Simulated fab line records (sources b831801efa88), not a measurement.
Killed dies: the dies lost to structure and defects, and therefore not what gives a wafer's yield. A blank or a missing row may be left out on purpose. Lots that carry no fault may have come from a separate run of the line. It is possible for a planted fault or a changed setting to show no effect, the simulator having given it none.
A lot that was struck, set against a sound lot -- flow sky130 -- 17 out of 708 route steps
Sound: these wafers, L767.1, L767.2, L767.6. Struck: wafers L758.1, L758.4, L758.5. The cause is given at the end.
Each step with rows lists, per side, the tool, then ch with its chambers, then its first start. Under that, the readings that differ: sound wafers -- struck wafers -- difference of the means -- sigmas: that difference in standard deviations of wafers without a fault.
alike: readings whose means differ by less than 2 such deviations, and words and numbers that are the same on both sides. not compared: withheld readings, readings that some wafer has no value for, bounds like >300 that may hide the same value, and numbers for which the record gives no deviation and whose values overlap.
The two part at a step that has a row with sigmas, a row that says differs or no value, or rows on one side only. Numbers that have no deviation but don't overlap get no sigmas and don't part them. A reading that every wafer of one side lacks parts them only if that side has two wafers or more.

SKY_LDD_HVN_OVL_MEAS_07:
  sound on overlay-01, day 27 03:05; struck on overlay-02, day 24 16:35
  alike: LDD_HVN_OVL
next, for these wafers, 1 step has no rows: SKY_LDD_HVN_IMPLANT_08.
SKY_LDD_HVN_STRIP_09: strips in O2/N2.
  sound on plasma asher-02 ch 0,1, day 27 03:17; struck on plasma asher-02 ch 0,1, day 24 16:47
  alike: drypump motor current A, n2 flow sccm, oes product au, strip time to endpoint s
  not compared: rf hours counter h
SKY_LDD_HVN_TW_MEAS_10:
  sound on film metro-04, day 27 03:23; struck on film metro-02, day 24 16:53
  alike: LDD_HVN_TW
then, 7 steps without rows for these wafers: SKY_LDD_HVP_DEHYDRATE_00 (time 60 s); SKY_LDD_HVP_HMDS_01 (prime time 60 s); SKY_LDD_HVP_COAT_02 (resist thk 300 nm); SKY_LDD_HVP_SOFTBAKE_03 (time 60 s); SKY_LDD_HVP_EXPOSE_04 (exposes mask HVPTM, target cd 700 nm); SKY_LDD_HVP_PEB_05; SKY_LDD_HVP_DEVELOP_06 (develop time 60 s).
SKY_LDD_HVP_OVL_MEAS_07:
  sound on overlay-02, day 28 07:47; struck on overlay-01, day 25 21:59
  alike: LDD_HVP_OVL
SKY_LDD_HVP_IMPLANT_08:
  sound on implanter-02 ch 0, day 28 07:50; struck on implanter-01 ch 0, day 25 22:02
reading,sound,struck,difference,sigmas
beam energy keV,19.996 20.000 20.002,23.123 23.115 23.121,+3.120,+99 or more
model.implant.rp nm (nm),62.83 62.83 62.83,71.85 71.85 71.85,+9.02,
model.implant.drp nm (nm),28.53 28.53 28.53,32.76 32.76 32.76,+4.23,
SKY_LDD_HVP_STRIP_09: strips in O2/N2.
  sound on plasma asher-01 ch 0,1, day 28 07:59; struck on plasma asher-04 ch 0,1, day 25 22:11
  alike: drypump motor current A, n2 flow sccm, oes product au, strip time to endpoint s
  not compared: rf hours counter h
SKY_LDD_HVP_TW_MEAS_10:
  sound on film metro-02, day 28 08:05; struck on film metro-03, day 25 22:17
reading,sound,struck,difference,sigmas
LDD_HVP_TW,463 463 463,470 471 472,+8,+3
then, 1 step without rows for these wafers: SKY_LDD_LDN_DEHYDRATE_00 (time 60 s).
-- here the record skips 23 days between the struck wafers' starts before and after, leaving off in module LDD_LDN and picking up in module PAD_OPEN (first step shown: number 708 of the route) --
SKY_PAD_OPEN_PROBE_99:
  sound on prober-01, day 50 03:46; struck on prober-01, day 48 16:56
reading,sound,struck,difference,sigmas
model.etest.tip_p_5v.rs ohm sq,2850 2864 2864,2759 2754 2753,-104,
  alike: killed_at_M0_to_M3, killed_at_M4_up, killed at contacts, killed at front end, killed at other, killed dies, killed open, killed short

## WHERE THEY PART
Last at SKY_LDD_HVP_TW_MEAS_10 as far as this record goes, first at SKY_LDD_HVP_IMPLANT_08. Later steps at which nothing parts them and some readings are alike: SKY_PAD_OPEN_PROBE_99.

WHY: what the simulator had put in
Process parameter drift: implanter-01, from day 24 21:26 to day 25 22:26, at SKY_LDD_HVP_IMPLANT_08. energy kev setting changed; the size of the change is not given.
